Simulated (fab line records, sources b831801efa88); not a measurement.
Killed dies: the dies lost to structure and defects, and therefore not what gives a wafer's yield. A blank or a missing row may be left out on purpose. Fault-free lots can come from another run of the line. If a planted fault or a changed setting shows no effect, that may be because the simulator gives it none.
What tool caused it?	flow gf180mcu	7 lots, 21 wafers sampled, at 2 steps of a route of 602

WHAT EACH GAUGE READ, for each wafer
GF_VT_IMPLANT_TW_MEAS_43.
lot	measured	on	VT_IMPLANT_4_TW
L358	day 8 20:18	filmMetro-01	699 699 700
L362	day 9 10:19	filmMetro-04	686 690 688
L363	day 10 00:19	filmMetro-02	696 698 696
L369	day 11 03:35	filmMetro-01	657 654 655
L372	day 11 23:17	filmMetro-04	657 653 651
L376	day 13 00:14	filmMetro-01	695 699 695
L378	day 13 11:14	filmMetro-04	683 690 689

WHAT TOOL EACH LOT RAN ON (gives the tool, then ch and the chambers of the sampled wafers, and finally the start)
lot	GF_VT_IMPLANT_IMPLANT_41
L358	implanter-03 ch 0, day 8 20:05
L362	implanter-03 ch 0, day 9 10:04
L363	implanter-01 ch 0, day 10 00:04
L369	implanter-01 ch 0, day 11 03:21
L372	implanter-01 ch 0, day 11 23:03
L376	implanter-03 ch 0, day 13 00:00
L378	implanter-04 ch 0, day 13 11:00
- GF_VT_IMPLANT_IMPLANT_41

THE ANSWER, worked out from the rows above alone
Rule: the usual values come from the lots themselves. Put in order of their means at a reading, lots are off if they are a third of the lots or fewer, leave a main group of 4 or more, and stand apart from it by a gap of 3 or more times the standard deviation of the main group's means; of several such gaps the widest counts. The tables above print the reading to a certain number of digits; a main group whose means all agree to those digits is not used. Also off: a lot with no number at a reading for which 4 or more lots have one. The other lots that the step has rows for count as sound.
Off: L369, L372, at GF_VT_IMPLANT_TW_MEAS_43 (VT_IMPLANT_4_TW). Mean 694 and standard deviation 4.9 in the main group.
A tool fits if, at a process step before that reading, it ran every lot that is off, and no sound lot after the first of them. The gauges at GF_VT_IMPLANT_TW_MEAS_43 are tried like those tools. One candidate fits, namely implanter-01 at GF_VT_IMPLANT_IMPLANT_41. A fault onset in the window from L363 (day 10 00:04, its last sound lot) to L369 (day 11 03:21, its first lot off) fits.

WHAT THE SIMULATOR PUT IN
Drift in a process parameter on implanter-01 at GF_VT_IMPLANT_IMPLANT_41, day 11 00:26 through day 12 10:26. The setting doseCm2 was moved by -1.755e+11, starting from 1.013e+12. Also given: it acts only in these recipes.
Struck lots among those shown: L369, L372. The rule above reached the same finding.
